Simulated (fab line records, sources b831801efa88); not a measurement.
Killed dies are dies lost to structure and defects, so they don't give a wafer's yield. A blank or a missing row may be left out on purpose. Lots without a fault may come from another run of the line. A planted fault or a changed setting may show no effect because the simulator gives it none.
fab line records | flow sfq_line
record lots=15 wafers=45 last_day=89
route steps=325 shown INCOMING@1 M1@69 I2@116 M3@125
lots that met no fault: from a run of the same line without faults
start_h: hours from the record's first day to the start of the lot's first wafer shown | wait_h: hours since the lot's step before | " the same as in the row above | L1.1+2: a row that stands for several wafers | - no value, or no start given | * or withheld: withheld | < > ~ a bound
route shown NAME@n: a module of which the file shows steps, and the number in the route of the first | usual: mean/standard deviation of fault-free wafers | same: alike in all rows | chamber/n: place in a boat | sites: the reading at each site | _std_site: their standard deviation | _edge_site: outer sites' mean less inner sites' | radius_mm: how far each site lies from the wafer's centre | mask NAME#n: copy n | behind: the tool/chamber that last shaped the wafer | hold: why the lot was held/for how many hours/how that ended | device: the transistor (n, p or np) that didn't switch | end of line: the same wafers' tests at the end of the route | a step without rows: its recipe alone | killed: dies lost to structure and defects at the first sort, not the wafer's yield | map: a wafer's dies, x killed, . not, _ none there
set.NAME: the setting as run; set.NAME@STEP: as run at that earlier step | model.NAME: the simulator's own value behind a step, which no gauge read
steps of the route over a sample of lots; a table a step, a row a wafer
services: from which hour (start_h, from the record's first day; less than 0 if before it) a tool's chamber was out of use, for how many hours, and why
## steps
# step SFQ_INCOMING_BOW_MEAS_900
# recipe mode=bow
# usual INCOMING_BOW=-1/6.2
# columns lot.wafer tool chamber start_h wait_h INCOMING_BOW[um]
L667.1 film_metro-04 - 10.00 - 4
L667.2 " - " " 2
L667.6 " - " " 4
L668.1 film_metro-04 - 15.00 - -3
L668.4 " - " " 4
L668.5 " - " " 0
L669.1 film_metro-01 - 20.00 - -6
L669.4 " - " " -9
L669.6 " - " " 6
L670.1 film_metro-02 - 25.00 - -6
L670.5 " - " " -3
L670.6 " - " " 4
L672.1 film_metro-04 - 35.00 - 4
L672.3 " - " " 4
L672.4 " - " " -6
L673.1 film_metro-04 - 40.00 - 8
L673.2 " - " " -1
L673.4 " - " " -17
L675.2 film_metro-04 - 50.02 - -6
L675.3 " - " " 0
L675.4 " - " " -12
L677.1 film_metro-02 - 60.00 - -6
L677.4 " - " " 1
L677.5 " - " " -3
L678.2 film_metro-04 - 65.02 - -8
L678.4 " - " " -7
L678.6 " - " " -1
L680.1 film_metro-04 - 75.00 - 12
L680.2 " - " " 6
L680.4 " - " " -5
L681.1 film_metro-02 - 80.00 - 1
L681.5 " - " " -1
L681.6 " - " " 3
L682.2 film_metro-04 - 85.02 - -10
L682.4 " - " " -15
L682.6 " - " " -3
L685.2 film_metro-01 - 100.02 - 2
L685.4 " - " " 6
L685.6 " - " " -11
L689.1 film_metro-02 - 120.00 - -2
L689.3 " - " " -3
L689.4 " - " " -2
L690.2 film_metro-04 - 125.02 - -6
L690.4 " - " " -4
L690.5 " - " " -2
# step SFQ_TRILAYER_M1_BARC_OPEN_METAL_ETCH_054
# recipe mask_material=PR chemistry=O2 target_depth_nm=125 target=BARC icp_w=600 bias_w=80 pressure_mtorr=10 time_s=41.7
# usual chamber_pressure_mTorr=10.000/0.0098 drypump_motor_current_A=5.53/0.18 oes_product_au=0.685/0.0043
# same time_s=41.7
# columns lot.wafer tool chamber start_h wait_h chamber_pressure_mTorr drypump_motor_current_A oes_product_au rf_hours_counter_h
L667.1 rie_metal-01 1 323.80 0.0 10.001 5.57 0.679 69
L667.2 " 0 " " 9.990 5.41 0.677 127
L667.6 " 0 " " 9.993 5.40 0.687 -
L668.1 rie_metal-03 1 331.00 0.0 9.988 5.80 0.692 48
L668.4 " 0 " " 9.984 5.17 0.694 -
L668.5 " 0 " " 10.004 5.18 0.688 -
L669.1 rie_metal-04 1 341.80 0.0 9.994 5.56 0.675 108
L669.4 " 1 " " 9.997 5.57 0.684 -
L669.6 " 1 " " 9.982 5.57 0.683 -
L670.1 rie_metal-01 1 350.20 0.0 9.991 5.57 0.684 73
L670.5 " 0 " " 10.009 5.42 0.686 -
L670.6 " 1 " " 9.988 5.60 0.681 -
L672.1 rie_metal-03 0 380.62 0.0 10.005 5.19 0.693 145
L672.3 " 0 " " 9.999 5.17 0.682 -
L672.4 " 1 " " 9.984 5.80 0.687 -
L673.1 rie_metal-04 1 396.22 0.0 10.009 5.55 0.695 118
L673.2 " 0 " " 10.009 5.57 0.688 7
L673.4 " 0 " " 9.998 5.58 0.689 -
L675.2 rie_metal-03 0 411.92 0.0 9.984 5.18 0.684 151
L675.3 " 0 " " 9.997 5.14 0.685 -
L675.4 " 1 " " 9.986 5.81 0.682 -
L677.1 rie_metal-04 1 439.52 0.0 9.996 5.54 0.685 127
L677.4 " 0 " " 9.992 5.57 0.688 -
L677.5 " 1 " " 10.011 5.55 0.691 -
L678.2 rie_metal-01 1 443.12 0.0 10.011 5.58 0.680 91
L678.4 " 1 " " 10.017 5.59 0.685 -
L678.6 " 0 " " 10.003 5.42 0.690 -
L680.1 rie_metal-01 1 451.52 0.0 9.998 5.59 0.685 93
L680.2 " 0 " " 9.982 5.42 0.681 151
L680.4 " 1 " " 10.002 5.55 0.685 -
L681.1 rie_metal-04 1 456.32 0.0 10.011 5.54 0.691 129
L681.5 " 0 " " 10.010 5.60 0.681 -
L681.6 " 1 " " 10.004 5.56 0.684 -
L682.2 rie_metal-03 1 469.52 0.0 10.004 5.84 0.681 73
L682.4 " 0 " " 10.005 5.19 0.685 -
L682.6 " 1 " " 10.000 5.81 0.689 -
L685.2 rie_metal-03 1 495.47 0.0 10.006 5.81 0.682 76
L685.4 " 0 " " 10.000 5.18 0.683 -
L685.6 " 0 " " 9.979 5.17 0.686 -
L689.1 rie_metal-03 1 532.47 0.0 9.995 5.84 0.691 83
L689.3 " 1 " " 10.005 5.81 0.694 -
L689.4 " 1 " " 9.995 5.81 0.687 -
L690.2 rie_metal-01 1 542.09 0.0 9.996 5.55 0.693 -
L690.4 " 1 " " 9.999 5.60 0.681 -
L690.5 " 1 " " 9.997 5.58 0.684 -
# step SFQ_TRILAYER_I2_VIA_STRIP_STRIP_071
# recipe gas=O2 power_w=200 platen_temp_c=40 overash_fraction=0.65 chemistry=O2 pressure_mtorr=50
# usual chamber_pressure_mTorr=50.00/0.051 drypump_motor_current_A=5.52/0.24 oes_product_au=1.002/0.011
# columns lot.wafer tool chamber start_h wait_h chamber_pressure_mTorr drypump_motor_current_A oes_product_au rf_hours_counter_h
L667.1 rie_metal-03 0 525.42 - 50.09 5.16 1.012 170
L667.2 " 1 " " 50.06 5.81 1.011 81
L667.6 " 1 " " 49.97 5.82 1.014 -
L668.1 rie_metal-02 1 536.22 - 49.94 5.83 1.007 117
L668.4 " 1 " " 49.95 5.82 1.013 -
L668.5 " 1 " " 49.97 5.84 1.017 -
L669.1 rie_metal-04 0 547.02 - 50.04 5.56 1.000 33
L669.4 " 1 " " 49.99 5.53 0.985 -
L669.6 " 1 " " 50.09 5.52 0.990 -
L670.1 rie_metal-02 0 554.22 - 50.10 5.21 0.990 130
L670.5 " 1 " " 49.96 5.82 1.006 -
L670.6 " 0 " " 49.99 5.22 1.001 -
L672.1 rie_metal-03 0 586.72 - 50.00 5.16 1.010 8
L672.3 " 1 " " 50.01 5.78 1.006 -
L672.4 " 0 " " 49.98 5.19 1.005 -
L673.1 rie_metal-03 1 599.92 - 50.04 5.81 1.014 97
L673.2 " 0 " " 50.06 5.17 1.010 11
L673.4 " 0 " " 50.02 5.19 1.012 -
L675.2 rie_metal-03 1 617.92 - 49.98 5.81 1.010 100
L675.3 " 1 " " 50.01 5.76 1.003 -
L675.4 " 0 " " 50.03 5.18 1.010 -
L677.1 rie_metal-04 1 633.52 - 49.97 5.57 0.981 162
L677.4 " 1 " " 50.03 5.56 0.990 -
L677.5 " 0 " " 50.02 5.58 1.002 -
L678.2 rie_metal-04 1 652.23 - 50.02 5.55 0.983 165
L678.4 " 0 " " 49.95 5.58 1.004 -
L678.6 " 1 " " 49.98 5.57 0.986 -
L680.1 rie_metal-03 1 668.83 - 50.09 5.79 1.010 109
L680.2 " 0 " " 49.99 5.17 1.016 23
L680.4 " 1 " " 49.94 5.79 1.016 -
L681.1 rie_metal-04 1 683.23 - 49.92 5.55 0.977 171
L681.5 " 1 " " 50.00 5.59 0.980 -
L681.6 " 0 " " 49.90 5.58 0.995 -
L682.2 rie_metal-04 1 690.43 - 49.98 5.53 0.984 173
L682.4 " 1 " " 50.05 5.56 0.978 -
L682.6 " 1 " " 50.03 5.55 0.976 -
L685.2 rie_metal-04 1 719.23 - 49.99 5.61 0.981 177
L685.4 " 1 " " 49.99 5.58 0.984 -
L685.6 " 1 " " 49.94 5.58 0.984 -
L689.1 rie_metal-04 1 763.46 - 50.06 5.60 0.994 3
L689.3 " 0 " " 49.98 5.60 1.010 -
L689.4 " 1 " " 49.96 5.57 0.984 -
L690.2 rie_metal-04 0 769.46 - 50.01 5.56 1.001 79
L690.4 " 1 " " 49.97 5.55 0.992 -
L690.5 " 1 " " 50.04 5.56 0.988 -
# step SFQ_TRILAYER_M3_LITHO_EXPOSE_076
# recipe mask_id=M3 na=0.6 source_shape=conventional sigma_outer=0.65 target_cd_nm=500 dose_mj=14.4
# usual exposure_dose_mJ_cm2=14.399/0.015 focus_offset_nm=0.0/0.54
# columns lot.wafer tool chamber start_h wait_h mask exposure_dose_mJ_cm2 focus_offset_nm
L667.1 krf_scanner-02 0 670.74 - M3#0 14.401 0.0
L667.2 " 0 " " M3#0 14.392 0.1
L667.6 " 0 " " M3#0 14.386 0.3
L668.1 krf_scanner-02 0 680.34 - M3#0 14.389 -1.4
L668.4 " 0 " " M3#0 14.379 -1.2
L668.5 " 0 " " M3#0 14.370 -1.0
L669.1 krf_scanner-02 0 689.94 - M3#0 14.389 -0.1
L669.4 " 0 " " M3#0 14.379 0.1
L669.6 " 0 " " M3#0 14.372 0.1
L670.1 krf_scanner-02 0 695.94 - M3#0 14.427 0.1
L670.5 " 0 " " M3#0 14.430 0.3
L670.6 " 0 " " M3#0 14.419 0.4
L672.1 krf_scanner-02 0 728.34 - M3#0 14.410 -0.8
L672.3 " 0 " " M3#0 14.399 0.7
L672.4 " 0 " " M3#0 14.389 0.7
L673.1 krf_scanner-02 0 737.94 - M3#0 14.405 -0.8
L673.2 " 0 " " M3#0 14.417 -0.3
L673.4 " 0 " " M3#0 14.421 0.2
L675.2 krf_scanner-01 0 763.17 - M3#0 14.401 -0.1
L675.3 " 0 " " M3#0 14.368 -0.4
L675.4 " 0 " " M3#0 14.411 0.4
L677.1 krf_scanner-01 0 778.57 - M3#0 14.403 0.4
L677.4 " 0 " " M3#0 14.405 0.5
L677.5 " 0 " " M3#0 14.432 0.6
L678.2 krf_scanner-01 0 795.58 - M3#0 14.397 -0.4
L678.4 " 0 " " M3#0 14.394 -0.6
L678.6 " 0 " " M3#0 14.413 -0.3
L680.1 krf_scanner-01 - 810.98 - M3#0 - -
L680.2 " - " " M3#0 - -
L680.4 " - " " M3#0 - -
L681.1 krf_scanner-01 - 826.60 - M3#0 - -
L681.5 " - " " M3#0 - -
L681.6 " - " " M3#0 - -
L682.2 krf_scanner-01 - 835.20 - M3#0 - -
L682.4 " - " " M3#0 - -
L682.6 " - " " M3#0 - -
L685.2 krf_scanner-01 0 865.20 - M3#0 14.398 0.5
L685.4 " 0 " " M3#0 14.384 0.0
L685.6 " 0 " " M3#0 14.378 -0.1
L689.1 krf_scanner-02 0 903.53 - M3#0 14.399 0.1
L689.3 " 0 " " M3#0 14.397 -0.3
L689.4 " 0 " " M3#0 14.394 0.2
L690.2 krf_scanner-02 0 912.13 - M3#0 14.414 0.3
L690.4 " 0 " " M3#0 14.404 0.2
L690.5 " 0 " " M3#0 14.412 -0.3
## services
# columns tool chamber start_h hours kind
krf_scanner-02 - 303.71 0.8 pm
krf_scanner-02 - 318.86 1.0 pm
rie_metal-04 - 343.37 2.8 pm
rie_metal-04 - 348.70 2.5 repair
krf_scanner-02 - 360.66 4.0 pm
rie_metal-04 - 363.28 0.5 repair
rie_metal-04 0 400.38 4.2 repair
krf_scanner-02 - 407.89 1.3 pm
rie_metal-04 - 446.86 6.7 repair
krf_scanner-02 - 472.79 0.8 pm
rie_metal-03 1 481.93 2.7 repair
krf_scanner-02 - 496.34 1.0 pm
rie_metal-03 - 498.56 2.8 pm
rie_metal-04 1 580.87 3.0 repair
krf_scanner-02 - 583.74 1.3 pm
krf_scanner-02 - 641.44 0.8 pm
krf_scanner-02 - 644.59 3.6 pm
krf_scanner-02 - 651.74 1.0 pm
krf_scanner-02 - 661.97 0.3 repair
rie_metal-04 1 696.67 2.3 repair
krf_scanner-02 - 753.54 4.4 pm
krf_scanner-02 - 759.24 1.3 pm
rie_metal-04 1 814.30 2.7 repair
rie_metal-04 0 905.50 7.5 repair
## key
first_sign step=SFQ_TRILAYER_M3_LITHO_EXPOSE_076 reading=tool_record direction=missing
effect none on later readings
met_at SFQ_TRILAYER_M3_LITHO_EXPOSE_076
struck_lots L680,L681,L682
not_acting_at SFQ_INCOMING_BOW_MEAS_900,SFQ_TRILAYER_M1_BARC_OPEN_METAL_ETCH_054,SFQ_TRILAYER_I2_VIA_STRIP_STRIP_071
onset_between 795.58 810.98
fault kind=skipped_step_whole tool=krf_scanner-01 chamber=- onset_h=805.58 steps=SFQ_TRILAYER_M3_LITHO_EXPOSE_076 scope=struck_lots_only
